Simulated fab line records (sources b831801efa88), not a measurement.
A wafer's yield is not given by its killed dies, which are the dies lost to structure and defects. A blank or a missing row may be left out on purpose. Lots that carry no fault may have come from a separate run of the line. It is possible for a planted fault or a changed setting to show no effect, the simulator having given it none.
fab line records ; flow gf180mcu
record lots=11; wafers=33; last-day=34
route steps=602 shown MVSD@73 POLY_GATE@157 HV_LDD@223 SALICIDE@281
lots untouched by any fault: they come from a run of this same line in which no faults occurred
start-h: hours from the record's opening day to when the first of the lot's shown wafers began ; wait-h: hours from the lot's prior step to this one ; " unchanged from the row above ; L1.1+2: a single row standing in for several wafers ; - either no value or no given start ; * or withheld: withheld ; < > ~ a bound
route shown NAME@n: NAME is a module with steps in the file, n the number in the route of the first one ; usual: mean and standard deviation over wafers with no fault ; same: alike in all rows ; chamber/n: place in a boat ; sites: each site's reading ; _std_site: their standard deviation ; _edge_site: mean of outer sites minus mean of inner sites ; radius-mm: how far each site lies from the wafer's centre ; mask NAME#n: copy n ; behind: the tool/chamber that last shaped the wafer ; hold: why the lot went on hold/how many hours it stayed there/how the hold came to an end ; device: whichever transistor did not switch (one of n, p or np) ; end of line: the route-end tests of the same wafers ; for a step that has no rows: nothing shown but its recipe ; killed: the dies lost at the first sort to structure and to defects; this is not the yield of the wafer ; map: the dies of a wafer, with x for killed, . for not killed, _ for no die there
set.NAME: the run value of the setting; set.NAME@STEP: its run value at that earlier step ; model.NAME: the simulator's own value behind a step, which no gauge read
the route's steps for a sample of lots (tables are steps, rows are wafers)
services: when a tool's chamber went out of use (start-h, in hours from the record's first day, below 0 if earlier), for how many hours, and the reason
## steps
# step GF_MVSD_OVL_MEAS_07
# usual MVSD_OVL=0.6/1.6
lot.wafer;tool;chamber;start-h;wait-h;MVSD_OVL[nm]
L104.2;overlay-02;-;82.21;-;0.0
L104.3;overlay-02;-;82.21;-;0.2
L104.5;overlay-02;-;82.21;-;1.0
L105.2;overlay-02;-;87.00;-;-2.3
L105.3;overlay-02;-;87.00;-;-2.7
L105.5;overlay-02;-;87.00;-;-2.8
L106.3;overlay-02;-;99.60;-;-1.5
L106.4;overlay-02;-;99.60;-;-1.3
L106.5;overlay-02;-;99.60;-;-2.4
L107.1;overlay-01;-;103.75;-;1.2
L107.4;overlay-01;-;103.75;-;2.7
L107.5;overlay-01;-;103.75;-;0.5
L109.1;overlay-01;-;117.74;-;2.0
L109.2;overlay-01;-;117.74;-;0.7
L109.5;overlay-01;-;117.74;-;3.2
L114.2;overlay-02;-;145.21;-;0.1
L114.4;overlay-02;-;145.21;-;-0.9
L114.6;overlay-02;-;145.21;-;1.8
L115.2;overlay-01;-;146.65;-;1.6
L115.3;overlay-01;-;146.65;-;0.7
L115.5;overlay-01;-;146.65;-;0.1
L118.1;overlay-01;-;164.19;-;3.8
L118.3;overlay-01;-;164.19;-;3.0
L118.5;overlay-01;-;164.19;-;1.9
L120.1;overlay-01;-;172.95;-;0.6
L120.3;overlay-01;-;172.95;-;-2.1
L120.6;overlay-01;-;172.95;-;0.6
L122.2;overlay-02;-;184.81;-;0.9
L122.3;overlay-02;-;184.81;-;0.6
L122.4;overlay-02;-;184.81;-;2.0
L127.1;overlay-01;-;216.89;-;1.2
L127.5;overlay-01;-;216.89;-;2.3
L127.6;overlay-01;-;216.89;-;1.4
# step GF_POLY_GATE_CVD_00
# recipe material=poly-Si; target-thk-nm=200; temp-c=620; time-s=1200; pressure-mtorr=200
# usual spike-tc-bottom-C=639.3/2.7; spike-tc-centre-C=620.2/1.1; spike-tc-lower-C=620.4/1.6; spike-tc-top-C=639.1/2.8; spike-tc-upper-C=620.2/1.5; susceptor-temp-C=619.95/0.27
lot.wafer;tool;chamber;start-h;wait-h;spike-tc-bottom-C;spike-tc-centre-C;spike-tc-lower-C;spike-tc-top-C;spike-tc-upper-C;susceptor-temp-C
L104.2;lpcvd-02;1;178.48;0.0;643.7;619.8;620.7;642.4;618.2;619.70
L104.3;lpcvd-02;1;178.48;0.0;643.7;619.4;620.2;639.5;617.2;620.15
L104.5;lpcvd-02;1;178.48;0.0;641.7;620.5;619.5;641.5;619.8;619.96
L105.2;lpcvd-01;1;184.32;0.0;637.8;621.4;620.5;634.1;619.8;620.16
L105.3;lpcvd-01;1;184.32;0.0;637.1;620.3;620.4;637.7;621.0;619.62
L105.5;lpcvd-01;1;184.32;0.0;636.5;619.0;619.0;635.4;622.2;619.84
L106.3;lpcvd-01;0;197.52;0.0;642.3;621.7;620.5;639.3;622.4;620.10
L106.4;lpcvd-01;0;197.52;0.0;641.4;622.3;618.7;639.7;621.6;619.56
L106.5;lpcvd-01;0;197.52;0.0;641.7;619.0;619.1;638.5;621.0;619.94
L107.1;lpcvd-01;1;204.73;0.0;635.5;621.3;620.3;635.9;621.7;620.49
L107.4;lpcvd-01;1;204.73;0.0;635.0;621.1;619.4;636.2;622.2;620.13
L107.5;lpcvd-01;1;204.73;0.0;637.4;622.5;619.6;637.1;621.0;620.11
L109.1;lpcvd-01;0;220.86;0.0;642.3;620.1;617.4;639.4;621.8;619.92
L109.2;lpcvd-01;0;220.86;0.0;640.6;621.4;619.6;640.3;622.8;619.69
L109.5;lpcvd-01;0;220.86;0.0;639.5;620.5;620.4;639.6;622.9;619.12
L114.2;lpcvd-02;0;251.67;0.0;640.6;621.4;619.6;642.5;617.8;619.95
L114.4;lpcvd-02;0;251.67;0.0;640.1;620.0;623.8;640.5;620.0;619.87
L114.6;lpcvd-02;0;251.67;0.0;639.8;621.2;622.8;643.1;619.1;620.18
L115.2;lpcvd-02;1;255.56;0.0;642.9;618.6;619.8;640.8;620.4;619.98
L115.3;lpcvd-02;1;255.56;0.0;642.1;618.3;620.8;641.3;620.0;619.74
L115.5;lpcvd-02;1;255.56;0.0;640.3;622.3;619.7;642.5;618.3;619.80
L118.1;lpcvd-01;1;273.56;0.1;635.0;621.0;618.3;636.5;621.9;620.07
L118.3;lpcvd-01;1;273.56;0.1;636.7;618.8;619.0;636.1;621.3;619.50
L118.5;lpcvd-01;1;273.56;0.1;635.5;621.3;619.6;637.6;622.9;620.21
L120.1;lpcvd-02;1;284.39;0.0;641.0;618.9;621.4;640.7;619.3;620.52
L120.3;lpcvd-02;1;284.39;0.0;643.0;618.1;620.9;640.7;619.9;620.35
L120.6;lpcvd-02;1;284.39;0.0;641.7;619.8;620.6;641.1;620.6;620.29
L122.2;lpcvd-02;0;300.36;0.0;617.8;598.1;599.9;620.2;597.1;597.36
L122.3;lpcvd-02;0;300.36;0.0;619.3;597.8;600.3;620.1;597.1;597.28
L122.4;lpcvd-02;0;300.36;0.0;618.7;598.4;598.5;619.6;596.8;597.24
L127.1;lpcvd-01;1;336.47;0.0;635.1;618.3;619.7;633.9;620.6;619.56
L127.5;lpcvd-01;1;336.47;0.0;636.4;620.5;619.3;635.0;622.1;619.47
L127.6;lpcvd-01;1;336.47;0.0;636.4;620.7;619.2;639.3;620.8;620.01
# step GF_POLY_GATE_THK_MEAS_01
# recipe reads=poly-Si_of_POLY_GATE_CVD_00
# usual POLY_GATE_CVD_00_THK=200.8/2.1
lot.wafer;tool;chamber;start-h;wait-h;hold;POLY_GATE_CVD_00_THK[nm]
L104.2;film-metro-04;-;179.82;0.0;-;203.4
L104.3;film-metro-04;-;179.82;0.0;-;202.4
L104.5;film-metro-04;-;179.82;0.0;-;203.8
L105.2;film-metro-03;-;185.67;0.0;-;202.4
L105.3;film-metro-03;-;185.67;0.0;-;203.0
L105.5;film-metro-03;-;185.67;0.0;-;202.6
L106.3;film-metro-03;-;198.88;0.0;-;201.8
L106.4;film-metro-03;-;198.88;0.0;-;202.1
L106.5;film-metro-03;-;198.88;0.0;-;203.4
L107.1;film-metro-03;-;206.06;0.0;-;199.4
L107.4;film-metro-03;-;206.06;0.0;-;202.0
L107.5;film-metro-03;-;206.06;0.0;-;199.1
L109.1;film-metro-01;-;222.20;0.0;-;198.1
L109.2;film-metro-01;-;222.20;0.0;-;198.5
L109.5;film-metro-01;-;222.20;0.0;-;197.8
L114.2;film-metro-03;-;253.01;0.0;-;202.1
L114.4;film-metro-03;-;253.01;0.0;-;204.0
L114.6;film-metro-03;-;253.01;0.0;-;201.3
L115.2;film-metro-04;-;256.91;0.0;-;199.0
L115.3;film-metro-04;-;256.91;0.0;-;200.2
L115.5;film-metro-04;-;256.91;0.0;-;201.0
L118.1;film-metro-03;-;274.89;0.0;-;204.9
L118.3;film-metro-03;-;274.89;0.0;-;202.6
L118.5;film-metro-03;-;274.89;0.0;-;204.2
L120.1;film-metro-01;-;285.72;0.0;-;199.4
L120.3;film-metro-01;-;285.72;0.0;-;199.5
L120.6;film-metro-01;-;285.72;0.0;-;199.4
L122.2;film-metro-01;-;301.71;0.0;await-dispo/0.2h/release;116.6
L122.3;film-metro-01;-;301.71;0.0;await-dispo/0.2h/release;117.6
L122.4;film-metro-01;-;301.71;0.0;await-dispo/0.2h/release;117.2
L122.2;film-metro-01;-;301.93;0.2;-;116.6
L122.3;film-metro-01;-;301.93;0.2;-;117.6
L122.4;film-metro-01;-;301.93;0.2;-;117.0
L127.1;film-metro-04;-;337.80;0.0;-;198.4
L127.5;film-metro-04;-;337.80;0.0;-;199.0
L127.6;film-metro-04;-;337.80;0.0;-;198.8
# step GF_POLY_GATE_ETCH_13
# recipe target=poly-Si; target-depth-nm=198.5; stop-on=SiO2; over-etch-frac=0.403; chemistry=HBr/Cl2; icp-w=400; bias-w=100; pressure-mtorr=10; HBr_flow_sccm=150; Cl2_flow_sccm=50; time-s=69.6
# usual chamber-pressure-mTorr=10.000/0.01; drypump-motor-current-A=5.86/0.19; oes-product-au=0.990/0.01; throttle-valve-pct=33.685/0.0088
lot.wafer;tool;chamber;start-h;wait-h;chamber-pressure-mTorr;drypump-motor-current-A;oes-product-au;rf-hours-counter-h;throttle-valve-pct
L104.2;rie-si-02;1;196.38;-;9.995;5.96;1.002;1;33.681
L104.3;rie-si-02;3;196.38;-;9.993;5.56;0.990;104;33.690
L104.5;rie-si-02;3;196.38;-;10.000;5.53;0.998;-;33.677
L105.2;rie-si-02;3;202.30;-;10.003;5.60;1.010;104;33.666
L105.3;rie-si-02;2;202.30;-;10.006;5.62;0.985;1;33.689
L105.5;rie-si-02;0;202.30;-;10.018;5.99;0.978;-;33.676
L106.3;rie-si-02;0;216.25;-;10.013;6.00;0.983;1;33.681
L106.4;rie-si-02;1;216.25;-;10.020;5.99;1.005;1;33.677
L106.5;rie-si-02;1;216.25;-;10.011;5.99;0.997;-;33.698
L107.1;rie-si-02;2;224.15;-;10.014;5.60;0.979;1;33.675
L107.4;rie-si-02;3;224.15;-;9.996;5.57;1.001;104;33.702
L107.5;rie-si-02;0;224.15;-;9.988;5.95;0.982;-;33.686
L109.1;rie-si-02;3;240.87;-;9.985;5.57;0.990;104;33.686
L109.2;rie-si-02;0;240.87;-;10.001;5.93;0.983;1;33.691
L109.5;rie-si-02;0;240.87;-;10.008;5.94;0.983;-;33.678
L114.2;rie-si-02;3;272.11;-;9.984;5.55;1.002;105;33.679
L114.4;rie-si-02;1;272.11;-;10.004;5.97;0.997;2;33.698
L114.6;rie-si-02;3;272.11;-;9.995;5.61;0.994;-;33.685
L115.2;rie-si-02;3;275.99;-;9.994;5.50;0.997;105;33.693
L115.3;rie-si-02;2;275.99;-;10.007;5.65;0.982;2;33.683
L115.5;rie-si-02;3;275.99;-;9.998;5.56;0.993;-;33.677
L118.1;rie-si-01;1;294.74;-;10.002;6.09;1.005;5;33.694
L118.3;rie-si-01;2;294.74;-;10.007;5.73;1.016;1;33.700
L118.5;rie-si-01;1;294.74;-;9.991;6.12;1.009;-;33.683
L120.1;rie-si-02;2;305.24;-;10.002;5.63;0.987;2;33.687
L120.3;rie-si-02;1;305.24;-;10.006;5.96;0.993;2;33.690
L120.6;rie-si-02;3;305.24;-;10.004;5.62;0.991;-;33.686
L122.2;rie-si-02;1;322.51;-;10.000;5.99;0.701;3;33.699
L122.3;rie-si-02;0;322.51;-;10.007;5.94;0.707;2;33.681
L122.4;rie-si-02;2;322.51;-;10.011;5.60;0.703;2;33.685
L127.1;rie-si-02;2;359.04;-;9.980;5.62;0.977;3;33.676
L127.5;rie-si-02;0;359.04;-;10.003;6.00;0.974;-;33.664
L127.6;rie-si-02;3;359.04;-;9.997;5.55;0.993;-;33.701
# step GF_HV_LDD_OVL_MEAS_47
# usual HV_LDD_03_OVL=0.2/1.6
lot.wafer;tool;chamber;start-h;wait-h;HV_LDD_03_OVL[nm]
L104.2;overlay-01;-;270.78;0.1;-0.2
L104.3;overlay-01;-;270.78;0.1;-0.8
L104.5;overlay-01;-;270.78;0.1;-1.1
L105.2;overlay-01;-;278.33;0.1;3.3
L105.3;overlay-01;-;278.33;0.1;2.8
L105.5;overlay-01;-;278.33;0.1;0.9
L106.3;overlay-02;-;294.32;0.1;1.5
L106.4;overlay-02;-;294.32;0.1;0.1
L106.5;overlay-02;-;294.32;0.1;1.7
L107.1;overlay-01;-;300.47;0.1;2.0
L107.4;overlay-01;-;300.47;0.1;2.8
L107.5;overlay-01;-;300.47;0.1;3.6
L109.1;overlay-02;-;325.52;0.1;-1.5
L109.2;overlay-02;-;325.52;0.1;-2.1
L109.5;overlay-02;-;325.52;0.1;-0.8
L114.2;overlay-01;-;357.88;0.1;0.0
L114.4;overlay-01;-;357.88;0.1;0.0
L114.6;overlay-01;-;357.88;0.1;3.1
L115.2;overlay-01;-;361.48;0.1;-1.9
L115.3;overlay-01;-;361.48;0.1;0.2
L115.5;overlay-01;-;361.48;0.1;-0.4
L118.1;overlay-02;-;384.41;0.1;-0.3
L118.3;overlay-02;-;384.41;0.1;1.1
L118.5;overlay-02;-;384.41;0.1;0.1
L120.1;overlay-02;-;394.37;0.1;-1.1
L120.3;overlay-02;-;394.37;0.1;1.4
L120.6;overlay-02;-;394.37;0.1;-1.6
L122.2;overlay-02;-;412.91;0.1;-2.6
L122.3;overlay-02;-;412.91;0.1;-1.6
L122.4;overlay-02;-;412.91;0.1;-1.8
L127.1;overlay-02;-;453.92;0.1;-0.8
L127.5;overlay-02;-;453.92;0.1;-0.8
L127.6;overlay-02;-;453.92;0.1;-0.9
# step GF_SALICIDE_SPUTTER_03
# recipe material=TiN; target-thk-nm=20; power-w=6500; time-s=16.7; chamber-pressure-pa=0.4
# usual throttle-valve-pct=30.2/0.97
lot.wafer;tool;chamber;start-h;wait-h;throttle-valve-pct
L104.2;pvd-sputter-03;-;335.48;0.0;28.8
L104.3;pvd-sputter-03;-;335.48;0.0;30.3
L104.5;pvd-sputter-03;-;335.48;0.0;29.7
L105.2;pvd-sputter-02;-;343.36;0.0;29.3
L105.3;pvd-sputter-02;-;343.36;0.0;31.1
L105.5;pvd-sputter-02;-;343.36;0.0;29.7
L106.3;pvd-sputter-02;-;362.11;0.0;31.5
L106.4;pvd-sputter-02;-;362.11;0.0;31.2
L106.5;pvd-sputter-02;-;362.11;0.0;30.0
L107.1;pvd-sputter-03;-;371.12;0.0;31.0
L107.4;pvd-sputter-03;-;371.12;0.0;29.6
L107.5;pvd-sputter-03;-;371.12;0.0;30.8
L109.1;pvd-sputter-01;-;396.61;0.0;28.7
L109.2;pvd-sputter-01;-;396.61;0.0;28.6
L109.5;pvd-sputter-01;-;396.61;0.0;28.6
L114.2;pvd-sputter-03;-;429.85;0.0;30.8
L114.4;pvd-sputter-03;-;429.85;0.0;29.6
L114.6;pvd-sputter-03;-;429.85;0.0;31.0
L115.2;pvd-sputter-02;-;435.76;0.0;31.5
L115.3;pvd-sputter-02;-;435.76;0.0;29.3
L115.5;pvd-sputter-02;-;435.76;0.0;29.3
L118.1;pvd-sputter-02;-;461.46;0.0;31.6
L118.3;pvd-sputter-02;-;461.46;0.0;29.7
L118.5;pvd-sputter-02;-;461.46;0.0;31.4
L120.1;pvd-sputter-02;-;470.82;0.0;29.8
L120.3;pvd-sputter-02;-;470.82;0.0;29.8
L120.6;pvd-sputter-02;-;470.82;0.0;30.0
L122.2;pvd-sputter-02;-;490.14;0.0;31.3
L122.3;pvd-sputter-02;-;490.14;0.0;29.8
L122.4;pvd-sputter-02;-;490.14;0.0;31.2
L127.1;pvd-sputter-02;-;529.50;0.0;31.2
L127.5;pvd-sputter-02;-;529.50;0.0;29.4
L127.6;pvd-sputter-02;-;529.50;0.0;31.3
## services
tool;chamber;start-h;hours;kind
pvd-sputter-03;-;162.65;2.1;repair
rie-si-01;1;165.16;25.2;repair
pvd-sputter-03;-;174.34;19.0;repair
rie-si-01;-;190.60;5.5;repair
pvd-sputter-02;-;214.98;1.8;repair
pvd-sputter-01;-;227.32;1.4;repair
lpcvd-01;-;235.21;6.1;pm
lpcvd-01;-;254.70;1.1;repair
pvd-sputter-03;-;260.09;1.3;repair
pvd-sputter-02;-;273.47;3.6;repair
rie-si-02;-;282.28;2.8;pm
lpcvd-01;-;299.74;4.3;pm
pvd-sputter-03;-;327.14;2.3;repair
pvd-sputter-03;-;353.72;4.5;repair
pvd-sputter-03;-;377.26;0.9;repair
rie-si-01;-;379.30;14.6;pm
lpcvd-02;-;384.76;0.9;repair
pvd-sputter-02;-;402.21;1.3;repair
rie-si-01;2;402.30;1.8;repair
pvd-sputter-03;-;421.23;1.8;repair
rie-si-02;1;461.47;2.9;repair
pvd-sputter-01;-;471.88;3.3;repair
rie-si-02;3;480.29;17.1;repair
rie-si-02;2;484.58;5.4;repair
## key
first-sign step=GF_POLY_GATE_CVD_00; reading=susceptor-temp-C; direction=down; sigmas=83; usual=*; struck=*
effect step=GF_POLY_GATE_CVD_00; reading=spike-tc-centre-C; direction=down; sigmas=19; usual=620.2; struck=598.1
effect step=GF_POLY_GATE_THK_MEAS_01; reading=visit; direction=added
effect step=GF_POLY_GATE_THK_MEAS_01; reading=POLY_GATE_CVD_00_THK; direction=down; sigmas=40; usual=200.8; struck=117.1
effect step=GF_POLY_GATE_ETCH_13; reading=oes-product-au; direction=down; sigmas=28; usual=0.990; struck=0.703
met-at GF_POLY_GATE_CVD_00
struck-lots L122
struck-wafers L122.2,L122.3,L122.4
tester-left-out L122
not-acting-at GF_MVSD_OVL_MEAS_07,GF_HV_LDD_OVL_MEAS_47,GF_SALICIDE_SPUTTER_03
onset-between 251.67 300.36
fault kind=process-parameter-drift; tool=lpcvd-02; chamber=0; onset-h=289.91; steps=GF_POLY_GATE_CVD_00; channel=temp-c; offset=*; shape=step; end-h=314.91; acts-in=*; stated=*
# tester-left-out: of these lots the tester's yield and bins aren't shown, on N5 and GAA mostly nor the transistor test; their killed dies are dies lost to structure and defects alone, not to doping, threshold or leakage, so they don't give the yield
